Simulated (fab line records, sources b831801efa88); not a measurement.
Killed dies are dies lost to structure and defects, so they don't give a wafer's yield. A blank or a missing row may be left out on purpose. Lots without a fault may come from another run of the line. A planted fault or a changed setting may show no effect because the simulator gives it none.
fab line records | flow sky130
record lots=5 wafers=15 last_day=47
route steps=708 shown LOCAL_INTERCONNECT@394 CONTACT@406 PAD_OPEN@708
lots that met no fault: from a run of the same line without faults
start_h: hours from the record's first day to the start of the lot's first wafer shown | wait_h: hours since the lot's step before | " the same as in the row above | L1.1+2: a row that stands for several wafers | - no value, or no start given | * or withheld: withheld | < > ~ a bound
route shown NAME@n: a module of which the file shows steps, and the number in the route of the first | usual: mean/standard deviation of fault-free wafers | same: alike in all rows | chamber/n: place in a boat | sites: the reading at each site | _std_site: their standard deviation | _edge_site: outer sites' mean less inner sites' | radius_mm: how far each site lies from the wafer's centre | mask NAME#n: copy n | behind: the tool/chamber that last shaped the wafer | hold: why the lot was held/for how many hours/how that ended | device: the transistor (n, p or np) that didn't switch | end of line: the same wafers' tests at the end of the route | a step without rows: its recipe alone | killed: dies lost to structure and defects at the first sort, not the wafer's yield | map: a wafer's dies, x killed, . not, _ none there
set.NAME: the setting as run; set.NAME@STEP: as run at that earlier step | model.NAME: the simulator's own value behind a step, which no gauge read
lots at some steps of the route; a table a step, a row a wafer
services: from which hour (start_h, from the record's first day; less than 0 if before it) a tool's chamber was out of use, for how many hours, and why
## steps
# step SKY_LOCAL_INTERCONNECT_SOFTBAKE_07
# recipe temp_c=100 time_s=90 resist=KrF-thick
# step SKY_LOCAL_INTERCONNECT_EXPOSE_08
# recipe mask_id=LI1M na=0.8 source_shape=annular sigma_inner=0.55 sigma_outer=0.85 target_cd_nm=170 dose_mj=28
# step SKY_LOCAL_INTERCONNECT_PEB_09
# recipe peb_temp_c=withheld peb_time_s=withheld resist=KrF-thick
# step SKY_LOCAL_INTERCONNECT_DEVELOP_10
# recipe develop_time_s=60 resist=KrF-thick dev_temp_c=21
# step SKY_LOCAL_INTERCONNECT_ETCH_13
# recipe chemistry=N2/H2 target=BARC ion_energy_ev=200 bias_w=100 pressure_mtorr=30 n2_flow_sccm=100 h2_flow_sccm=200 icp_w=500 stop_on=SiO2 time_s=45.9 target_depth_a=600
# step SKY_LOCAL_INTERCONNECT_METAL_ETCH_14
# recipe target_depth_nm=110 stop_on=PSG chemistry=Cl2/BCl3 target=TiN resist_sidewall_deg=88 pressure_mtorr=10 icp_w=900 bias_w=48.5 Cl2_flow_sccm=60 bcl3_flow_sccm=30 time_s=31.4
# step SKY_LOCAL_INTERCONNECT_STRIP_15
# recipe chemistry=O2/N2 power_w=1400 pressure_mtorr=1500 platen_temp_c=withheld o2_flow_sccm=3000 n2_flow_sccm=300 overash_fraction=0.5
# step SKY_LOCAL_INTERCONNECT_STRIP_16
# recipe chemistry=post_etch_residue_remover time_s=1200 temp_c=72.5
# step SKY_LOCAL_INTERCONNECT_CLEAN_17
# recipe chemistry=IPA time_s=180 temp_c=25
# step SKY_LOCAL_INTERCONNECT_CLEAN_18
# recipe chemistry=O3/DIW dry=n2_spin
# step SKY_CONTACT_CVD_00
# recipe material=Si3N4 target_thk_nm=75 temp_c=400 time_s=withheld rf_w=450
# usual heater_power_outer_w=481/73 heater_power_w=799/130
# columns lot.wafer tool chamber start_h wait_h heater_power_outer_w heater_power_w
L634.1 pecvd-02 0 731.24 0.0 476 795
L634.2 " 1 " " 571 992
L634.5 " 2 " " 577 910
L637.2 pecvd-02 0 757.40 0.0 618 952
L637.3 " 2 " " 523 862
L637.6 " 1 " " 470 908
L637.2 pecvd-02 0 757 - 596 933
L637.3 " 2 " " 536 877
L637.6 " 1 " " 493 885
L639.1 pecvd-03 0 787.20 0.0 431 646
L639.3 " 0 " " 341 518
L639.5 " 1 " " 596 993
L639.1 pecvd-03 0 787 - 427 652
L639.3 " 0 " " 333 514
L639.5 " 1 " " 582 1014
L638.2 pecvd-03 0 789.40 0.0 340 519
L638.3 " 1 " " 516 925
L638.6 " 0 " " 347 537
L638.2 pecvd-03 0 789 - 336 506
L638.3 " 1 " " 528 906
L638.6 " 0 " " 347 522
L641.1 pecvd-02 2 789.90 0.0 514 834
L641.2 " 0 " " 476 799
L641.6 " 0 " " 482 782
# step SKY_CONTACT_THK_MEAS_01
# recipe reads=Si3N4_of_CONTACT_CVD_00
# usual CONTACT_CVD_00_THK=74.9/1.2
# columns lot.wafer tool chamber start_h wait_h CONTACT_CVD_00_THK[nm]
L634.1 film_metro-01 - 731.27 - 73.6
L634.2 " - " " 74.0
L634.5 " - " " 77.3
L637.2 film_metro-01 - 757.65 - 146.8
L637.3 " - " " 152.2
L637.6 " - " " 150.2
L639.1 film_metro-02 - 787.58 - 152.1
L639.3 " - " " 155.0
L639.5 " - " " 152.5
L638.2 film_metro-02 - 789.65 - 152.0
L638.3 " - " " 151.8
L638.6 " - " " 154.9
L641.1 film_metro-01 - 789.93 - 75.9
L641.2 " - " " 72.8
L641.6 " - " " 74.6
# step SKY_CONTACT_HDPCVD_02
# recipe material=SiO2 target_thk_nm=565 sigma_open_frac=0.3 time_s=94.2 temp_c=600 sih4_flow_sccm=60 pressure_mtorr=6
# step SKY_CONTACT_CMP_04
# recipe material=SiO2 down_force_psi=4 platen_rpm=60 pad_velocity_m_s=0.94248
# step SKY_CONTACT_DEHYDRATE_06
# recipe temp_c=200 time_s=60
# step SKY_CONTACT_HMDS_07
# recipe prime_time_s=60 prime_temp_c=120
# step SKY_CONTACT_COAT_08
# recipe resist=BARC temp_c=withheld time_s=withheld spin_rpm=3000 resist_thk_nm=60
# step SKY_CONTACT_COAT_09
# recipe resist=KrF-thick spin_rpm=3000 resist_thk_nm=450
# step SKY_CONTACT_SOFTBAKE_10
# recipe temp_c=100 time_s=90 resist=KrF-thick
# step SKY_CONTACT_EXPOSE_11
# recipe mask_id=CTM1 na=0.8 source_shape=annular sigma_inner=0.55 sigma_outer=0.85 target_cd_nm=170 dose_mj=38
# step SKY_CONTACT_PEB_12
# recipe peb_temp_c=withheld peb_time_s=withheld resist=KrF-thick
# step SKY_CONTACT_DEVELOP_13
# recipe develop_time_s=60 resist=KrF-thick dev_temp_c=21
# step SKY_CONTACT_ETCH_16
# recipe chemistry=N2/H2 target=BARC ion_energy_ev=200 source_w=500 bias_w=100 pressure_mtorr=30 n2_flow_sccm=100 h2_flow_sccm=200 stop_on=SiO2 time_s=44.62 target_depth_a=600
# step SKY_CONTACT_ETCH_17
# recipe target=SiO2 chemistry=C4F8/O2/Ar stop_on=Si3N4 mask_material=KrF-thick source_w=1500 bias_w=1200 pressure_mtorr=40 c4f8_flow_sccm=withheld O2_flow_sccm=6 Ar_flow_sccm=300 time_s=withheld target_depth_a=3400
# step SKY_CONTACT_ETCH_18
# recipe target=Si3N4 chemistry=CHF3/O2 stop_on=TiN source_w=600 bias_w=200 pressure_mtorr=40 chf3_flow_sccm=50 O2_flow_sccm=5 time_s=39 target_depth_a=750
# usual chamber_pressure_mTorr=40.00/0.041 drypump_motor_current_A=5.8/0.42 oes_product_au=0.854/0.0079 throttle_valve_pct=8.795/0.0093
# columns lot.wafer tool chamber start_h wait_h chamber_pressure_mTorr drypump_motor_current_A oes_product_au rf_hours_counter_h throttle_valve_pct model.etch.depth_nm
L634.1 rie_diel-02 0 - - 40.00 5.8 0.841 24 8.785 73.57
L634.2 " 1 " " 39.99 6.0 0.856 20 8.800 74.06
L634.5 " 0 " " 40.07 5.8 0.862 - 8.800 77.29
L637.2 rie_diel-03 2 - - 40.02 5.8 0.995 9 8.833 97.06
L637.3 " 3 " " 39.92 5.1 0.997 14 8.823 96.52
L637.6 " 0 " " 40.08 5.3 0.992 - 8.832 97.03
L639.1 rie_diel-02 2 - - 40.04 5.5 1.017 10 8.825 99.94
L639.3 " 0 " " 40.01 5.8 0.992 26 8.833 97.4
L639.5 " 3 " " 40.01 5.5 1.025 - 8.825 102.1
L638.2 rie_diel-04 0 - - 40.04 6.3 0.992 13 8.813 96.15
L638.3 " 1 " " 40.05 6.2 1.002 4 8.833 97.91
L638.6 " 0 " " 40.06 6.3 0.989 - 8.833 96
L641.1 rie_diel-02 2 - - 40.02 5.5 0.856 10 8.805 75.87
L641.2 " 1 " " 39.98 6.0 0.847 23 8.798 72.83
L641.6 " 2 " " 40.02 5.5 0.852 - 8.785 74.66
# step SKY_CONTACT_STRIP_19
# recipe chemistry=O2/N2 power_w=1400 pressure_mtorr=1500 platen_temp_c=withheld o2_flow_sccm=3000 n2_flow_sccm=300 overash_fraction=0.5
# step SKY_PAD_OPEN_PROBE_99
# usual killed_at_M0_to_M3=44/6.6 killed_at_M4_up=2.9/1.8 killed_at_contacts=24/4.8 killed_at_front_end=15/4.5 killed_at_other=0.3/0.64 killed_dies=86/8.7 killed_on_rim=17/3.8 killed_open=47/6.5 killed_short=39/5.8
# same gross_dies=492 killed_at_back_side=0
# columns lot.wafer tool chamber start_h wait_h killed_at_M0_to_M3 killed_at_M4_up killed_at_contacts killed_at_front_end killed_at_other killed_dies killed_on_rim killed_open killed_short
L637.2 prober-01 - 1110.55 0.1 49 1 426 13 3 492 96 58 41
L637.3 prober-01 - 1110.60 0.2 38 2 433 18 1 492 96 44 35
L637.6 prober-01 - 1110.75 0.2 41 1 432 17 1 492 96 51 35
L639.1 prober-02 - 1134.82 0.1 24 3 452 13 0 492 96 41 27
L639.3 prober-02 - 1134.92 0.2 31 1 451 9 0 492 96 38 25
L639.5 prober-02 - 1135.02 0.2 43 1 439 9 0 492 96 39 27
L638.2 prober-01 - 1137.77 0.1 40 0 438 14 0 492 96 42 40
L638.3 prober-01 - 1137.82 0.2 43 3 430 14 2 492 96 53 36
L638.6 prober-01 - 1137.97 0.2 64 6 412 9 1 492 96 72 39
L641.1 prober-02 - 1138.44 0.1 52 2 17 11 0 82 16 42 40
L641.2 prober-02 - 1138.49 0.1 41 4 23 14 0 82 8 41 41
# killed by level:class
L637.2 CONTACT:area_etch=392 CONTACT:geometric_particle:open=11 VIA1:geometric_particle:open=10 LI_CONTACT:geometric_particle:open=8 VIA2:geometric_particle:open=8 VIA3:geometric_particle:open=8 CONTACT:geometric_particle:short=7 POLY_GATE:geometric_particle:short=5
L637.3 CONTACT:area_etch=412 LI_CONTACT:geometric_particle:open=10 VIA2:geometric_particle:open=10 METAL1:geometric_particle:short=7 POLY_GATE:geometric_particle:open=6 CONTACT:geometric_particle:open=6 POLY_GATE:geometric_particle:short=5 VIA1:geometric_particle:short=5
L637.6 CONTACT:area_etch=406 VIA2:geometric_particle:open=12 CONTACT:geometric_particle:open=10 LI_CONTACT:geometric_particle:open=9 VIA1:geometric_particle:open=7 FIELD_ISO:geometric_particle:short=5 VIA2:geometric_particle:short=5 POLY_GATE:geometric_particle:short=4
L639.1 CONTACT:area_etch=424 VIA1:geometric_particle:open=11 LI_CONTACT:geometric_particle:open=10 CONTACT:geometric_particle:short=7 CONTACT:geometric_particle:open=6 FIELD_ISO:geometric_particle:open=5 FIELD_ISO:geometric_particle:short=3 POLY_GATE:geometric_particle:short=3
L639.3 CONTACT:area_etch=429 CONTACT:geometric_particle:open=10 VIA1:geometric_particle:open=8 VIA3:geometric_particle:open=6 VIA1:geometric_particle:short=4 LOCAL_INTERCONNECT:geometric_particle:short=4 CONTACT:geometric_particle:short=4 METAL2:geometric_particle:short=4
L639.5 CONTACT:area_etch=426 VIA1:geometric_particle:open=14 CONTACT:geometric_particle:open=8 POLY_GATE:geometric_particle:short=5 VIA2:geometric_particle:open=5 METAL2:geometric_particle:open=4 METAL2:geometric_particle:short=4 VIA3:geometric_particle:open=4
L638.2 CONTACT:area_etch=410 CONTACT:geometric_particle:open=13 METAL2:geometric_particle:short=7 VIA3:geometric_particle:open=7 LOCAL_INTERCONNECT:geometric_particle:short=6 FIELD_ISO:geometric_particle:short=5 VIA1:geometric_particle:open=5 CONTACT:geometric_particle:short=4
L638.3 CONTACT:area_etch=402 VIA1:geometric_particle:open=15 LI_CONTACT:geometric_particle:open=12 CONTACT:geometric_particle:open=8 VIA3:geometric_particle:short=8 VIA1:geometric_particle:short=5 VIA2:geometric_particle:open=5 FIELD_ISO:geometric_particle:short=4
L638.6 CONTACT:area_etch=381 VIA1:geometric_particle:open=18 VIA3:geometric_particle:open=11 LI_CONTACT:geometric_particle:open=9 VIA2:geometric_particle:open=9 CONTACT:geometric_particle:open=8 METAL2:geometric_particle:short=7 LI_CONTACT:geometric_particle:short=4
L641.1 VIA1:geometric_particle:open=12 VIA1:geometric_particle:short=8 METAL2:geometric_particle:short=7 VIA2:geometric_particle:open=6 METAL3:geometric_particle:short=5 LI_CONTACT:geometric_particle:open=5 CONTACT:geometric_particle:open=5 VIA3:geometric_particle:open=5
L641.2 VIA1:geometric_particle:open=8 METAL2:geometric_particle:short=7 VIA3:geometric_particle:open=7 CONTACT:geometric_particle:open=6 LOCAL_INTERCONNECT:geometric_particle:short=5 FIELD_ISO:geometric_particle:short=5 CONTACT:geometric_particle:short=5 LI_CONTACT:geometric_particle:open=5
# map L637.2 (x killed, . not)
__________xxxxxxxxxx_________
________xxxxxxxxxxxxxx_______
______xxxxxxxxxxxxxxxxxx_____
_____xxxxxxxxxxxxxxxxxxxx____
____xxxxxxxxxxxxxxxxxxxxxx___
___xxxxxxxxxxxxxxxxxxxxxxxx__
__xxxxxxxxxxxxxxxxxxxxxxxxxx_
_xxxxxxxxxxxxxxxxxxxxxxxxxxxx
_xxxxxxxxxxxxxxxxxxxxxxxxxxxx
_xxxxxxxxxxxxxxxxxxxxxxxxxxxx
_xxxxxxxxxxxxxxxxxxxxxxxxxxxx
_xxxxxxxxxxxxxxxxxxxxxxxxxxxx
_xxxxxxxxxxxxxxxxxxxxxxxxxxxx
_xxxxxxxxxxxxxxxxxxxxxxxxxxxx
_xxxxxxxxxxxxxxxxxxxxxxxxxxxx
__xxxxxxxxxxxxxxxxxxxxxxxxxx_
___xxxxxxxxxxxxxxxxxxxxxxxx__
____xxxxxxxxxxxxxxxxxxxxxx___
_____xxxxxxxxxxxxxxxxxxxx____
______xxxxxxxxxxxxxxxxxx_____
________xxxxxxxxxxxxxx_______
__________xxxxxxxxxx_________
# map L638.2 (x killed, . not)
__________xxxxxxxxxx_________
________xxxxxxxxxxxxxx_______
______xxxxxxxxxxxxxxxxxx_____
_____xxxxxxxxxxxxxxxxxxxx____
____xxxxxxxxxxxxxxxxxxxxxx___
___xxxxxxxxxxxxxxxxxxxxxxxx__
__xxxxxxxxxxxxxxxxxxxxxxxxxx_
_xxxxxxxxxxxxxxxxxxxxxxxxxxxx
_xxxxxxxxxxxxxxxxxxxxxxxxxxxx
_xxxxxxxxxxxxxxxxxxxxxxxxxxxx
_xxxxxxxxxxxxxxxxxxxxxxxxxxxx
_xxxxxxxxxxxxxxxxxxxxxxxxxxxx
_xxxxxxxxxxxxxxxxxxxxxxxxxxxx
_xxxxxxxxxxxxxxxxxxxxxxxxxxxx
_xxxxxxxxxxxxxxxxxxxxxxxxxxxx
__xxxxxxxxxxxxxxxxxxxxxxxxxx_
___xxxxxxxxxxxxxxxxxxxxxxxx__
____xxxxxxxxxxxxxxxxxxxxxx___
_____xxxxxxxxxxxxxxxxxxxx____
______xxxxxxxxxxxxxxxxxx_____
________xxxxxxxxxxxxxx_______
__________xxxxxxxxxx_________
## services
# columns tool chamber start_h hours kind
rie_diel-03 - 708.49 0.6 repair
rie_diel-02 1 710.34 8.5 repair
rie_diel-04 3 715.11 - clean
rie_diel-04 3 715.11 26.7 scheduled_down
rie_diel-04 3 715.11 26.7 vent_cycle
rie_diel-04 - 728.32 2.8 pm
pecvd-03 - 738.02 7.8 repair
rie_diel-03 2 738.45 8.1 repair
pecvd-03 2 744.98 - calibration
rie_diel-02 3 752.28 - clean
rie_diel-02 3 752.28 28.8 scheduled_down
rie_diel-02 3 752.28 28.8 vent_cycle
rie_diel-04 0 771.70 7.5 repair
pecvd-02 - 783.41 6.0 pm
pecvd-03 2 786.00 2.1 scheduled_down
rie_diel-04 1 786.49 5.6 repair
rie_diel-02 3 786.52 13.1 repair
pecvd-03 0 789.80 2.1 scheduled_down
rie_diel-03 0 801.94 3.6 repair
rie_diel-03 - 805.20 2.8 pm
## key
first_sign step=SKY_CONTACT_CVD_00 reading=visit direction=added
effect step=SKY_CONTACT_THK_MEAS_01 reading=CONTACT_CVD_00_THK direction=up sigmas=64 usual=74.9 struck=152.0
effect step=SKY_CONTACT_ETCH_18 reading=oes_product_au direction=up sigmas=18 usual=0.854 struck=1.000
effect step=SKY_PAD_OPEN_PROBE_99 reading=killed_at_contacts direction=up sigmas=85 usual=24 struck=435
model_effect step=SKY_CONTACT_ETCH_18 value=etch.depth_nm without=76.2 struck=97.79
more_kills_born_at SKY_CONTACT_ETCH_18@rie_diel-02=1279 SKY_CONTACT_ETCH_18@rie_diel-03=1210 SKY_CONTACT_ETCH_18@rie_diel-04=1193
met_at SKY_CONTACT_CVD_00
struck_wafers L637.2,L637.3,L637.6,L638.2,L638.3,L638.6,L639.1,L639.3,L639.5
later_rows_left_out L637.2,L637.3,L637.6,L638.2,L638.3,L638.6,L639.1,L639.3,L639.5
tester_left_out L637,L638,L639
fault kind=repeated_step_whole tool=pecvd-01,pecvd-02,pecvd-03 chamber=- onset_h=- steps=SKY_CONTACT_CVD_00 times=1 scope=struck_lots_only
# tester_left_out: of these lots the tester's yield and bins aren't shown, on N5 and GAA mostly nor the transistor test; their killed dies are dies lost to structure and defects alone, not to doping, threshold or leakage, so they don't give the yield
# later_rows_left_out: the simulator's readings of these wafers behind a module that went badly wrong aren't trusted and aren't shown, but for the sort
